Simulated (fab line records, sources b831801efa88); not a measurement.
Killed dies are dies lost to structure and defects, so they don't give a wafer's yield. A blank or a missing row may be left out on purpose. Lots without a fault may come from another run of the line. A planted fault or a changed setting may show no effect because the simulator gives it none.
fab line records | flow sky130
record lots=13 wafers=39 last_day=50
route steps=708 shown RES_XHIGH@336 CONTACT@407
lots that met no fault: from a run of the same line without faults
start_h: hours from the record's first day to the start of the lot's first wafer shown | wait_h: hours since the lot's step before | " the same as in the row above | L1.1+2: a row that stands for several wafers | - no value, or no start given | * or withheld: withheld | < > ~ a bound
route shown NAME@n: a module of which the file shows steps, and the number in the route of the first | usual: mean/standard deviation of fault-free wafers | same: alike in all rows | chamber/n: place in a boat | sites: the reading at each site | _std_site: their standard deviation | _edge_site: outer sites' mean less inner sites' | radius_mm: how far each site lies from the wafer's centre | mask NAME#n: copy n | behind: the tool/chamber that last shaped the wafer | hold: why the lot was held/for how many hours/how that ended | device: the transistor (n, p or np) that didn't switch | end of line: the same wafers' tests at the end of the route | a step without rows: its recipe alone | killed: dies lost to structure and defects at the first sort, not the wafer's yield | map: a wafer's dies, x killed, . not, _ none there
set.NAME: the setting as run; set.NAME@STEP: as run at that earlier step | model.NAME: the simulator's own value behind a step, which no gauge read
steps of the route over a sample of lots; a table a step, a row a wafer
services: from which hour (start_h, from the record's first day; less than 0 if before it) a tool's chamber was out of use, for how many hours, and why
## steps
# step SKY_RES_XHIGH_EXPOSE_04
# recipe mask_id=URPM na=0.6 source_shape=conventional sigma_outer=0.6 polarization=unpolarized target_cd_nm=1270 dose_mj=140
# columns lot.wafer tool chamber start_h wait_h mask
L444.1+3+5 iline_stepper-02 0 606.38 - URPM#0
L445.1+2+5 iline_stepper-02 0 607.86 - URPM#0
L447.4+5+6 iline_stepper-01 0 625.91 - URPM#0
L449.1+2+6 iline_stepper-01 0 642.84 - URPM#0
L450.1+5+6 iline_stepper-01 0 680.07 - URPM#0
L452.4+5+6 iline_stepper-01 0 680.43 - URPM#0
L451.1+5+6 iline_stepper-01 0 681.57 - URPM#0
L454.3+4+6 iline_stepper-02 0 686.96 - URPM#0
L456.2+5+6 iline_stepper-02 0 702.27 - URPM_R1#0
L464.2+3+5 iline_stepper-01 0 760.76 - URPM#0
L465.1+2+6 iline_stepper-01 0 768.27 - URPM#0
L466.2+5+6 iline_stepper-02 0 776.97 - URPM#0
L467.1+4+5 iline_stepper-02 0 782.57 - URPM#0
# step SKY_CONTACT_THK_MEAS_01
# recipe reads=Si3N4_of_CONTACT_CVD_00
# usual CONTACT_CVD_00_THK=75.1/0.89
# columns lot.wafer tool chamber start_h wait_h CONTACT_CVD_00_THK[nm]
L444.1 film_metro-02 - 708.81 - 73.9
L444.3 " - " " 74.4
L444.5 " - " " 74.6
L445.1 film_metro-01 - 711.27 - 74.3
L445.2 " - " " 74.2
L445.5 " - " " 75.8
L447.4 film_metro-03 - 728.04 - 77.1
L447.5 " - " " 75.4
L447.6 " - " " 76.7
L449.1 film_metro-03 - 743.97 - 75.0
L449.2 " - " " 75.3
L449.6 " - " " 76.2
L450.1 film_metro-03 - 779.28 - 74.8
L450.5 " - " " 76.1
L450.6 " - " " 75.8
L452.4 film_metro-02 - 779.92 - 75.9
L452.5 " - " " 75.7
L452.6 " - " " 75.2
L451.1 film_metro-01 - 781.46 - 74.5
L451.5 " - " " 76.2
L451.6 " - " " 75.7
L454.3 film_metro-01 - 787.34 - 75.1
L454.4 " - " " 75.5
L454.6 " - " " 75.0
L456.2 film_metro-03 - 799.42 - 74.9
L456.5 " - " " 75.2
L456.6 " - " " 75.4
L464.2 film_metro-01 - 855.13 - 74.8
L464.3 " - " " 74.7
L464.5 " - " " 75.4
L465.1 film_metro-02 - 863.92 - 74.9
L465.2 " - " " 73.7
L465.6 " - " " 74.4
L466.2 film_metro-01 - 871.33 - 74.9
L466.5 " - " " 74.9
L466.6 " - " " 75.8
L467.1 film_metro-03 - 877.37 - 74.8
L467.4 " - " " 74.7
L467.5 " - " " 76.2
# step SKY_CONTACT_CD_MEAS_14
# recipe target_cd_nm=170
# usual cd_nm=170.0/1.7
# columns lot.wafer tool chamber start_h wait_h cd_nm
L444.1 cd_sem-01 - 737.32 - 170.4
L444.3 " - " " 171.2
L444.5 " - " " 171.4
L445.1 cd_sem-01 - 739.92 - 170.9
L445.2 " - " " 169.6
L445.5 " - " " 170.8
L447.4 cd_sem-01 - 756.28 - 171.2
L447.5 " - " " 169.6
L447.6 " - " " 171.1
L449.1 cd_sem-02 - 772.16 - 169.9
L449.2 " - " " 168.3
L449.6 " - " " 169.1
L450.1 cd_sem-01 - 806.52 - 168.4
L450.5 " - " " 166.2
L450.6 " - " " 167.0
L452.4 cd_sem-01 - 807.52 - 172.0
L452.5 " - " " 171.2
L452.6 " - " " 170.5
L451.1 cd_sem-01 - 808.82 - 171.9
L451.5 " - " " 173.3
L451.6 " - " " 171.6
L454.3 cd_sem-01 - 814.71 - 169.0
L454.4 " - " " 170.8
L454.6 " - " " 170.8
L456.2 cd_sem-01 - 827.13 - 167.6
L456.5 " - " " 169.3
L456.6 " - " " 168.0
L464.2 cd_sem-02 - 881.34 - 167.5
L464.3 " - " " 167.2
L464.5 " - " " 167.7
L465.1 cd_sem-02 - 890.12 - 170.0
L465.2 " - " " 170.0
L465.6 " - " " 169.8
L466.2 cd_sem-02 - 897.39 - 168.2
L466.5 " - " " 166.4
L466.6 " - " " 166.5
L467.1 cd_sem-01 - 903.12 - 169.5
L467.4 " - " " 168.5
L467.5 " - " " 168.8
# step SKY_CONTACT_OVL_MEAS_15
# usual CONTACT_OVL=0/4.8
# columns lot.wafer tool chamber start_h wait_h CONTACT_OVL[nm]
L444.1 overlay-01 - 737.44 0.1 2
L444.3 " - " " -3
L444.5 " - " " -5
L445.1 overlay-02 - 740.04 0.1 5
L445.2 " - " " 2
L445.5 " - " " 4
L447.4 overlay-02 - 756.36 0.1 -3
L447.5 " - " " -6
L447.6 " - " " 0
L449.1 overlay-02 - 772.28 0.1 4
L449.2 " - " " 2
L449.6 " - " " 3
L450.1 overlay-02 - 806.64 0.1 8
L450.5 " - " " 3
L450.6 " - " " 10
L452.4 overlay-02 - 807.60 0.1 -1
L452.5 " - " " -3
L452.6 " - " " -7
L451.1 overlay-02 - 808.94 0.1 3
L451.5 " - " " 5
L451.6 " - " " 4
L454.3 overlay-02 - 814.80 0.1 0
L454.4 " - " " -2
L454.6 " - " " 2
L456.2 overlay-01 - 827.24 0.1 1
L456.5 " - " " -3
L456.6 " - " " 7
L464.2 overlay-02 - 881.45 0.1 1
L464.3 " - " " -2
L464.5 " - " " -2
L465.1 overlay-01 - 890.24 0.1 -2
L465.2 " - " " -4
L465.6 " - " " -1
L466.2 overlay-01 - 897.50 0.1 1
L466.5 " - " " 5
L466.6 " - " " -3
L467.1 overlay-02 - 903.24 0.1 5
L467.4 " - " " -5
L467.5 " - " " -1
## services
# columns tool chamber start_h hours kind
iline_stepper-01 - 605.23 1.5 repair
iline_stepper-02 - 641.62 4.4 pm
iline_stepper-01 - 646.07 1.7 pm
iline_stepper-02 - 703.15 3.4 repair
iline_stepper-02 - 748.87 1.7 pm
## key
first_sign step=SKY_RES_XHIGH_EXPOSE_04 reading=mask direction=changed
effect none on later readings
met_at SKY_RES_XHIGH_EXPOSE_04
struck_lots L456
sort_left_out L456.2,L456.5,L456.6
tester_left_out L456
not_acting_at SKY_CONTACT_THK_MEAS_01,SKY_CONTACT_CD_MEAS_14,SKY_CONTACT_OVL_MEAS_15
onset_between 686.96 702.27
fault kind=wrong_mask tool=any chamber=- onset_h=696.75 steps=SKY_RES_XHIGH_EXPOSE_04 aux_copy=URPM_R1#0 cd_offset_nm=190 scope=struck_lots_only
# tester_left_out: of these lots the tester's yield and bins aren't shown, on N5 and GAA mostly nor the transistor test; their killed dies are dies lost to structure and defects alone, not to doping, threshold or leakage, so they don't give the yield
# sort_left_out: the simulated sort isn't trusted on such a fault, so these wafers' sort isn't shown, and their yield isn't known
